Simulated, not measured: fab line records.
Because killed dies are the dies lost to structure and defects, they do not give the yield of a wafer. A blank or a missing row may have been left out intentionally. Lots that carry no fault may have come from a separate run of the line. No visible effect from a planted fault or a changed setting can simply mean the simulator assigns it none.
fab line records	flow sky130
record: lots: 12	wafers: 35	last-day: 50
route steps=708 shown SONOS_ONO@169 POLY_GATE@229 PAD_OPEN@708
lots with no fault: from the same line, run without faults
start-h: start of the lot's first displayed wafer, in hours after the record's first day	wait-h: hours from the lot's prior step to this one	" same as the row above	L1.1+2: a single row standing in for several wafers	- no value present, or no start provided	* or withheld: withheld	< > ~ a bound
route shown NAME@n: NAME is a module with steps in the file, n the number in the route of the first one	usual: average and standard deviation across the fault-free wafers	same: alike in all rows	chamber/n: place in a boat	sites: per-site readings	_std_site: their standard deviation	_edge_site: outer sites' mean less inner sites'	radius-mm: for every site, how far away it sits from the centre of the wafer	mask NAME#n: copy n	behind: the most recent tool/chamber to have shaped the wafer	hold: why the lot was held/for how many hours/how that ended	device: whichever transistor did not switch (one of n, p or np)	end of line: tests run on the same wafers once the route is complete	step lacking rows: just its recipe	killed: dies lost to structure and defects at the first sort, not the wafer's yield	map: per-die view of a wafer (x killed, . not killed, _ where there is no die)
set.NAME: the setting the step ran with; set.NAME@STEP: the setting that earlier step ran with	model.NAME: the simulator's own value behind a step, which no gauge read
steps of the route over a sample of lots; a table a step, a row a wafer
services: from which hour (start-h, from the record's first day; less than 0 if before it) a tool's chamber was out of use, for how many hours, and why
== steps ==
step: SKY_SONOS_ONO_THK_MEAS_01
recipe: reads: SiO2_of_SONOS_ONO_OXIDATION_00
usual: SONOS_ONO_OXIDATION_THK: 2.62/0.061
lot.wafer	tool	chamber	start-h	wait-h	SONOS_ONO_OXIDATION_THK[nm]
L991.3	film-metro-03	-	267.12	0.0	2.46
L991.4	"	-	"	"	2.53
L991.5	"	-	"	"	2.46
L994.3	film-metro-04	-	290.60	0.0	2.65
L994.5	"	-	"	"	2.65
L994.6	"	-	"	"	2.60
L996.1	film-metro-03	-	309.23	0.0	2.57
L996.4	"	-	"	"	2.57
L996.6	"	-	"	"	2.60
L997.2	film-metro-01	-	310.29	0.0	2.56
L997.3	"	-	"	"	2.63
L104.1	film-metro-04	-	371.34	0.0	2.56
L104.2	"	-	"	"	2.58
L104.3	"	-	"	"	2.49
L106.2	film-metro-03	-	401.37	0.0	2.66
L106.3	"	-	"	"	2.68
L106.4	"	-	"	"	2.60
L105.4	film-metro-04	-	404.56	0.0	2.56
L105.5	"	-	"	"	2.62
L105.6	"	-	"	"	2.59
L108.2	film-metro-01	-	410.40	0.0	2.61
L108.5	"	-	"	"	2.66
L108.6	"	-	"	"	2.60
L107.3	film-metro-01	-	413.48	0.0	2.63
L107.4	"	-	"	"	2.62
L107.5	"	-	"	"	2.61
L109.3	film-metro-03	-	416.08	0.0	2.65
L109.4	"	-	"	"	2.65
L109.6	"	-	"	"	2.65
L111.2	film-metro-04	-	427.21	0.0	2.60
L111.4	"	-	"	"	2.66
L111.5	"	-	"	"	2.56
L112.3	film-metro-01	-	445.17	0.0	2.67
L112.5	"	-	"	"	2.66
L112.6	"	-	"	"	2.63
step: SKY_SONOS_ONO_ETCH_15
recipe: target-depth-nm: 19.52	chemistry: CHF3/O2	source-w: 600	bias-w: 200	pressure-mtorr: 40	chf3-flow-sccm: 50	O2_flow_sccm: 5	time-s: 7.8
usual: chamber-pressure-mTorr: 40.00/0.036	drypump-motor-current-A: 5.7/0.48	oes-product-au: 1.003/0.013	throttle-valve-pct: 8.825/0.0093
lot.wafer	tool	chamber	start-h	wait-h	chamber-pressure-mTorr	drypump-motor-current-A	oes-product-au	rf-hours-counter-h	throttle-valve-pct
L991.3	rie-diel-04	2	294.39	0.0	40.01	5.6	0.998	0	8.820
L991.4	"	0	"	"	39.99	5.0	1.003	89	8.814
L991.5	"	1	"	"	40.02	5.8	1.010	-	8.834
L994.3	rie-diel-04	3	318.86	0.0	39.91	5.2	0.992	1	8.838
L994.5	"	2	"	"	40.02	5.5	1.002	-	8.821
L994.6	"	3	"	"	40.00	5.2	1.005	-	8.828
L996.1	rie-diel-02	0	339.76	0.0	40.07	5.9	1.017	9	8.837
L996.4	"	1	"	"	39.97	6.0	1.038	2	8.821
L996.6	"	0	"	"	40.01	5.9	1.008	-	8.829
L997.2	rie-diel-04	3	340.69	0.0	40.01	5.2	1.007	2	8.822
L997.3	"	1	"	"	40.05	5.8	1.013	0	8.837
L104.1	rie-diel-01	1	402.71	0.0	40.00	6.3	0.988	8	8.823
L104.2	"	2	"	"	39.93	6.6	0.984	3	8.831
L104.3	"	3	"	"	40.00	5.6	1.014	1	8.831
L106.2	rie-diel-02	0	434.56	0.0	39.98	5.9	1.000	11	8.832
L106.3	"	3	"	"	40.00	5.1	1.010	13	8.832
L106.4	"	2	"	"	40.01	5.9	0.982	13	8.824
L105.4	rie-diel-04	3	439.71	0.0	39.97	5.2	1.001	3	8.844
L105.5	"	3	"	"	39.98	5.2	1.003	-	8.829
L105.6	"	2	"	"	40.05	5.5	1.000	-	8.815
L108.2	rie-diel-01	3	443.55	0.0	40.01	5.6	1.012	2	8.836
L108.5	"	2	"	"	39.99	6.6	0.970	-	8.797
L108.6	"	3	"	"	39.97	5.6	1.012	-	8.829
L109.3	rie-diel-01	0	450.94	0.0	40.02	5.9	1.007	35	8.841
L109.4	"	3	"	"	40.00	5.6	1.010	2	8.821
L109.6	"	2	"	"	40.05	6.6	0.989	-	8.836
L107.3	rie-diel-04	3	452.41	0.0	40.01	5.2	1.007	3	8.809
L107.4	"	2	"	"	40.02	5.5	1.008	3	8.820
L107.5	"	3	"	"	39.99	5.2	1.015	-	8.815
L111.2	rie-diel-01	2	463.29	0.0	39.98	6.6	0.986	4	8.823
L111.4	"	1	"	"	39.96	6.4	0.998	9	8.832
L111.5	"	2	"	"	39.99	6.6	0.983	-	8.820
L112.3	rie-diel-01	1	479.04	0.0	39.97	6.4	0.974	10	8.838
L112.5	"	2	"	"	40.01	6.6	0.994	-	8.824
L112.6	"	1	"	"	40.03	6.4	0.991	-	8.820
step: SKY_POLY_GATE_ETCH_15
recipe: chemistry: N2/H2	target: BARC	ion-energy-ev: 200	source-w: 500	bias-w: 100	pressure-mtorr: 30	n2-flow-sccm: 100	h2-flow-sccm: 200	stop-on: SiO2	time-s: 118.5	target-depth-a: 1100
usual: chamber-pressure-mTorr: 29.998/0.025	drypump-motor-current-A: 5.4/0.32	oes-product-au: 0.717/0.0044	throttle-valve-pct: 13.213/0.0084
lot.wafer	tool	chamber	start-h	wait-h	chamber-pressure-mTorr	drypump-motor-current-A	oes-product-au	rf-hours-counter-h	throttle-valve-pct
L991.3	rie-diel-04	3	386.25	0.0	30.010	5.2	0.715	2	13.217
L991.4	"	0	"	"	29.951	5.0	0.724	91	13.217
L991.5	"	2	"	"	29.999	5.5	0.713	-	13.214
L994.3	rie-diel-02	0	411.36	0.0	30.040	6.0	0.709	11	13.202
L994.5	"	1	"	"	29.999	6.0	0.720	-	13.206
L994.6	"	0	"	"	30.020	6.0	0.723	-	13.227
L997.2	rie-diel-03	2	432.21	0.0	29.990	5.1	0.713	65	13.219
L997.3	"	1	"	"	29.954	5.4	0.711	86	13.211
L996.1	rie-diel-02	0	437.21	0.0	29.965	5.9	0.716	12	13.207
L996.4	"	3	"	"	29.971	5.1	0.717	13	13.213
L996.6	"	1	"	"	29.964	6.0	0.721	-	13.218
L104.1	rie-diel-02	2	503.96	0.0	30.035	5.9	0.714	14	13.209
L104.2	"	3	"	"	29.998	5.1	0.718	14	13.212
L104.3	"	0	"	"	29.998	5.9	0.725	13	13.226
L106.2	rie-diel-02	3	534.11	0.0	30.024	5.1	0.715	15	13.200
L106.3	"	0	"	"	29.961	5.9	0.721	13	13.210
L106.4	"	1	"	"	29.962	6.0	0.716	6	13.213
L105.4	rie-diel-02	0	540.16	0.0	29.975	6.0	0.722	14	13.213
L105.5	"	0	"	"	30.014	5.9	0.729	-	13.220
L105.6	"	1	"	"	30.017	5.9	0.713	-	13.205
L108.2	rie-diel-03	2	545.45	0.0	29.995	5.2	0.713	68	13.208
L108.5	"	2	"	"	30.006	5.1	0.725	-	13.213
L108.6	"	3	"	"	30.045	5.3	0.715	-	13.216
L109.3	rie-diel-04	1	549.60	0.0	30.007	5.8	0.715	4	13.211
L109.4	"	0	"	"	30.009	5.0	0.717	1	13.215
L109.6	"	1	"	"	30.020	5.8	0.715	-	13.212
L107.3	rie-diel-03	3	551.76	0.0	30.043	5.3	0.714	15	13.221
L107.4	"	0	"	"	30.034	5.2	0.722	15	13.213
L107.5	"	1	"	"	29.950	5.4	0.713	-	13.216
L111.2	rie-diel-02	1	564.80	0.0	30.002	6.0	0.716	7	13.224
L111.4	"	3	"	"	29.990	5.1	0.713	16	13.206
L111.5	"	2	"	"	30.000	5.9	0.714	-	13.217
L112.3	rie-diel-04	3	577.06	0.0	29.936	5.2	0.716	6	13.229
L112.5	"	2	"	"	29.958	5.6	0.723	-	13.222
L112.6	"	3	"	"	30.027	5.2	0.718	-	13.219
step: SKY_POLY_GATE_ETCH_17
recipe: target-depth-nm: 180	stop-on: SiO2	over-etch-frac: 0.56667	chemistry: HBr/Cl2	target: poly-Si	icp-w: 400	bias-w: 100	pressure-mtorr: 10	HBr_flow_sccm: 150	Cl2_flow_sccm: 50	time-s: 70.5
usual: chamber-pressure-mTorr: 10.000/0.0097	drypump-motor-current-A: 5.4/0.52	oes-product-au: 0.983/0.0087	over-etch-frac: 0.56667/0	throttle-valve-pct: 33.685/0.008
lot.wafer	tool	chamber	start-h	wait-h	chamber-pressure-mTorr	drypump-motor-current-A	oes-product-au	over-etch-frac	rf-hours-counter-h	throttle-valve-pct
L991.3	rie-si-01	3	386.43	0.0	10.003	5.5	0.993	0.56667	1	33.685
L991.4	"	0	"	"	9.995	4.8	0.986	0.56667	51	33.687
L991.5	"	3	"	"	10.015	5.5	0.984	0.56667	-	33.683
L994.3	rie-si-01	3	411.54	0.0	9.994	5.5	0.975	0.56667	1	33.687
L994.5	"	2	"	"	9.999	6.4	0.966	0.56667	-	33.689
L994.6	"	1	"	"	9.973	5.3	0.943	0.67	-	33.661
L997.2	rie-si-01	2	432.39	0.0	9.997	6.4	0.957	0.67	59	33.684
L997.3	"	1	"	"	9.989	5.4	0.995	0.56667	23	33.678
L996.1	rie-si-01	1	437.39	0.0	9.999	5.4	0.986	0.56667	23	33.662
L996.4	"	2	"	"	9.984	6.4	0.989	0.56667	59	33.691
L996.6	"	0	"	"	10.002	4.8	0.953	0.67	-	33.695
L104.1	rie-si-02	0	504.14	0.0	10.011	5.0	0.998	0.56667	1	33.697
L104.2	"	3	"	"	9.997	4.8	0.976	0.56667	14	33.679
L104.3	"	2	"	"	9.999	5.6	0.978	0.56667	0	33.683
L106.2	rie-si-01	3	534.29	0.0	10.012	5.5	0.984	0.56667	2	33.680
L106.3	"	3	"	"	10.020	5.5	0.984	0.56667	-	33.686
L106.4	"	1	"	"	9.991	5.4	0.982	0.56667	-	33.686
L105.4	rie-si-02	0	540.36	0.1	9.998	5.0	0.993	0.56667	-	33.671
L105.5	"	3	"	"	10.004	4.9	0.987	0.56667	-	33.680
L105.6	"	2	"	"	9.986	5.6	0.971	0.56667	-	33.694
L108.2	rie-si-01	1	545.63	0.0	10.002	5.4	0.986	0.56667	23	33.682
L108.5	"	3	"	"	9.999	5.5	0.989	0.56667	-	33.682
L108.6	"	0	"	"	9.985	4.8	1.004	0.56667	-	33.679
L109.3	rie-si-02	0	549.78	0.0	9.990	5.0	0.988	0.56667	1	33.679
L109.4	"	1	"	"	9.993	6.0	0.982	0.56667	6	33.686
L109.6	"	2	"	"	9.993	5.6	0.972	0.56667	-	33.676
L107.3	rie-si-01	2	551.94	0.0	9.998	6.4	0.994	0.56667	0	33.693
L107.4	"	1	"	"	10.049	5.3	0.989	0.56667	23	33.686
L107.5	"	0	"	"	9.996	4.8	0.991	0.56667	-	33.678
L111.2	rie-si-01	1	564.98	0.0	10.009	5.4	0.982	0.56667	23	33.687
L111.4	"	3	"	"	10.004	5.5	0.987	0.56667	2	33.682
L111.5	"	1	"	"	10.009	5.4	0.976	0.56667	-	33.695
L112.3	rie-si-01	0	577.24	0.0	10.007	4.8	0.997	0.56667	0	33.691
L112.5	"	2	"	"	9.997	6.4	0.991	0.56667	-	33.683
L112.6	"	1	"	"	10.009	5.4	0.988	0.56667	-	33.684
step: SKY_PAD_OPEN_PROBE_99
usual: killed_at_M0_to_M3: 44/6.9	killed_at_M4_up: 3.2/1.8	killed-at-contacts: 23/5.2	killed-at-front-end: 15/4.5	killed-at-other: 0.3/0.56	killed-dies: 85/8.8	killed-open: 47/6.7	killed-short: 39/6.4
same: gross-dies: 492	killed-at-back-side: 0
lot.wafer	tool	chamber	start-h	wait-h	killed_at_M0_to_M3	killed_at_M4_up	killed-at-contacts	killed-at-front-end	killed-at-other	killed-dies	killed-open	killed-short
L994.3	prober-01	-	1104.43	0.2	41	4	33	12	0	90	46	44
L994.5	prober-01	-	1104.53	0.2	44	4	19	21	0	88	49	39
L994.6	prober-01	-	1104.58	0.2	50	4	25	14	0	93	45	48
L997.2	prober-01	-	1117.35	0.1	48	2	22	16	1	89	52	37
L997.3	prober-01	-	1117.40	0.2	36	3	31	9	0	79	48	31
L996.1	prober-02	-	1119.52	0.1	42	4	21	19	0	86	51	35
L996.4	prober-02	-	1119.67	0.2	49	2	20	9	0	80	44	36
L996.6	prober-02	-	1119.77	0.2	47	2	28	16	1	94	55	39
killed by level:class
L994.3 CONTACT:geometric-particle:open=10 LI_CONTACT:geometric-particle:open=10 VIA1:geometric-particle:short=8 VIA1:geometric-particle:open=7 VIA2:geometric-particle:open=6 LOCAL_INTERCONNECT:geometric-particle:short=5 METAL2:geometric-particle:short=5 CONTACT:geometric-particle:short=4
L994.5 VIA1:geometric-particle:open=9 CONTACT:geometric-particle:open=8 VIA2:geometric-particle:open=6 POLY_GATE:geometric-particle:open=5 LI_CONTACT:geometric-particle:open=5 VIA1:geometric-particle:short=5 VIA2:geometric-particle:short=5 VIA3:geometric-particle:open=5
L994.6 VIA1:geometric-particle:open=10 VIA1:geometric-particle:short=8 CONTACT:geometric-particle:short=8 CONTACT:geometric-particle:open=8 METAL1:geometric-particle:short=6 METAL2:geometric-particle:short=6 POLY_GATE:geometric-particle:open=5 LI_CONTACT:geometric-particle:open=5
L997.2 VIA1:geometric-particle:open=10 CONTACT:geometric-particle:open=9 VIA2:geometric-particle:open=8 LI_CONTACT:geometric-particle:open=7 METAL1:geometric-particle:short=6 POLY_GATE:geometric-particle:open=5 METAL3:geometric-particle:short=5 FIELD_ISO:geometric-particle:open=4
L997.3 CONTACT:geometric-particle:open=14 VIA1:geometric-particle:open=9 LI_CONTACT:geometric-particle:open=7 VIA2:geometric-particle:open=6 METAL3:geometric-particle:short=6 VIA3:geometric-particle:open=5 METAL1:geometric-particle:short=5 FIELD_ISO:geometric-particle:short=4
L996.1 VIA1:geometric-particle:open=11 CONTACT:geometric-particle:open=11 VIA3:geometric-particle:open=7 VIA1:geometric-particle:short=7 POLY_GATE:geometric-particle:short=5 VIA2:geometric-particle:open=5 FIELD_ISO:geometric-particle:open=4 POLY_GATE:geometric-particle:open=4
L996.4 CONTACT:geometric-particle:open=12 VIA2:geometric-particle:open=9 METAL2:geometric-particle:short=8 METAL3:geometric-particle:short=6 VIA3:geometric-particle:open=6 VIA1:geometric-particle:open=5 VIA1:geometric-particle:short=4 FIELD_ISO:geometric-particle:open=3
L996.6 CONTACT:geometric-particle:open=11 VIA1:geometric-particle:open=9 VIA2:geometric-particle:open=9 VIA1:geometric-particle:short=8 CONTACT:geometric-particle:short=7 FIELD_ISO:geometric-particle:short=6 VIA3:geometric-particle:open=6 POLY_GATE:geometric-particle:open=5
== services ==
tool	chamber	start-h	hours	kind
rie-diel-04	1	299.25	-	clean
rie-si-01	-	331.27	2.8	pm
rie-diel-03	2	338.32	15.3	repair
rie-diel-02	-	347.27	0.8	repair
rie-diel-02	2	358.42	8.8	repair
rie-diel-04	2	362.49	10.9	repair
rie-diel-01	2	369.65	2.9	repair
rie-diel-01	0	396.84	3.8	repair
rie-diel-02	2	407.85	15.7	repair
rie-diel-04	1	409.50	3.4	repair
rie-si-01	2	480.44	-	clean
rie-si-01	2	480.44	33.4	scheduled-down
rie-si-01	2	480.44	33.4	vent-cycle
rie-diel-02	1	501.01	3.0	repair
rie-diel-02	2	501.17	1.9	repair
rie-si-02	2	509.55	5.5	repair
rie-si-01	0	514.21	-	clean
rie-si-01	0	514.21	26.1	scheduled-down
rie-si-01	0	514.21	26.1	vent-cycle
rie-si-01	2	517.49	31.3	repair
rie-diel-03	3	520.15	1.4	repair
rie-diel-01	-	528.44	2.8	pm
rie-diel-01	2	531.21	4.2	repair
rie-si-02	1	539.09	10.4	repair
== key ==
first-sign: step: SKY_POLY_GATE_ETCH_17	reading: over-etch-frac	direction: up	sigmas: 99+	usual: 0.56667	struck: 0.67
effect: step: SKY_POLY_GATE_ETCH_17	reading: oes-product-au	direction: down	sigmas: 3.7	usual: 0.983	struck: 0.951
met-at SKY_POLY_GATE_ETCH_17
struck-lots L994,L996,L997
struck-wafers L994.6,L996.6,L997.2
tester-left-out L994,L996,L997
not-acting-at SKY_SONOS_ONO_THK_MEAS_01,SKY_SONOS_ONO_ETCH_15,SKY_POLY_GATE_ETCH_15
onset-between 386.43 411.54
fault: kind: process-parameter-drift	tool: rie-si-01	chamber: -	onset-h: 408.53	steps: SKY_POLY_GATE_ETCH_17	channel: over-etch-frac	offset: 0.10333	shape: step	end-h: 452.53	scope: struck-wafers-only	stated: 0.56667
tester-left-out: of these lots the tester's yield and bins aren't shown, on N5 and GAA mostly nor the transistor test; their killed dies are dies lost to structure and defects alone, not to doping, threshold or leakage, so they don't give the yield
